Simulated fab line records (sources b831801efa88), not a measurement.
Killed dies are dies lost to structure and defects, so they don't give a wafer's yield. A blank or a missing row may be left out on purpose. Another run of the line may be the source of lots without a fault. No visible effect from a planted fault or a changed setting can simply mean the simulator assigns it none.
Matching of chambers :: flow sfqLine :: 4 sister chambers for SFQ_TRILAYER_I0_CMP_CMP_028 on cmp-02
The step polishes SiO2. 8 wafers are shown with their chamber, then 8 later ones without.

## WAFERS WITH THEIR CHAMBER
wafer: L137.1
chamber: 2
motorCurrentA (A): 9.8
slurryFlowMlMin: 150.0

wafer: L139.2
chamber: 3
motorCurrentA (A): 9.6
slurryFlowMlMin: 149.8

wafer: L141.3
chamber: 1
motorCurrentA (A): 10.1
slurryFlowMlMin: 150.4

wafer: L141.5
chamber: 1
motorCurrentA (A): 10.3
slurryFlowMlMin: 150.5

wafer: L145.3
chamber: 0
motorCurrentA (A): 10.6
slurryFlowMlMin: 150.0

wafer: L145.2
chamber: 2
motorCurrentA (A): 9.9
slurryFlowMlMin: 149.7

wafer: L145.5
chamber: 3
motorCurrentA (A): 9.1
slurryFlowMlMin: 150.3

wafer: L147.2
chamber: 0
motorCurrentA (A): 9.8
slurryFlowMlMin: 149.8

## WAFERS WITHOUT THEIR CHAMBER
wafer: L147.3
motorCurrentA (A): 9.5
slurryFlowMlMin: 150.1

wafer: L147.5
motorCurrentA (A): 9.6
slurryFlowMlMin: 149.8

wafer: L151.2
motorCurrentA (A): 9.5
slurryFlowMlMin: 149.0

wafer: L151.5
motorCurrentA (A): 10.0
slurryFlowMlMin: 149.1

wafer: L151.6
motorCurrentA (A): 9.7
slurryFlowMlMin: 149.9

wafer: L157.1
motorCurrentA (A): 9.5
slurryFlowMlMin: 150.0

wafer: L157.2
motorCurrentA (A): 9.6
slurryFlowMlMin: 150.1

wafer: L157.6
motorCurrentA (A): 9.9
slurryFlowMlMin: 150.5

## THE CHAMBER EACH PASSED THROUGH
wafer: L147.3
from the rows above: can't be placed: 3 or 2 or 0
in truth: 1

wafer: L147.5
from the rows above: can't be placed: 2 or 3 or 0
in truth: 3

wafer: L151.2
from the rows above: can't be placed: 2 or 0 or 3
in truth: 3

wafer: L151.5
from the rows above: can't be placed: 2 or 0 or 3
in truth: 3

wafer: L151.6
from the rows above: can't be placed: 2 or 3 or 0
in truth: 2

wafer: L157.1
from the rows above: can't be placed: 3 or 2 or 0
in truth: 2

wafer: L157.2
from the rows above: can't be placed: 3 or 2 or 0 or 1
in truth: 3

wafer: L157.6
from the rows above: can't be placed: 1 or 3 or 0
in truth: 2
0 of 8 placed correctly. Unplaceable from these rows: 8, with the true chamber sitting among the candidates in 6. Placed wrongly: 0.
How it was worked out, from the rows above alone: a wafer's distance from a chamber is the root of the sum, over the readings, of the square of ((its reading less the chamber's mean) divided by the reading's scatter). If the next closest chamber is less than 2 further off than the closest, the wafer can't be placed; otherwise it belongs to the closest. The mean given for a chamber averages the wafers shown for that chamber. How the scatter is found: for the shown wafers, subtract from each reading the mean of its chamber, square and add these, divide the total by (wafers less chambers), then take the root.
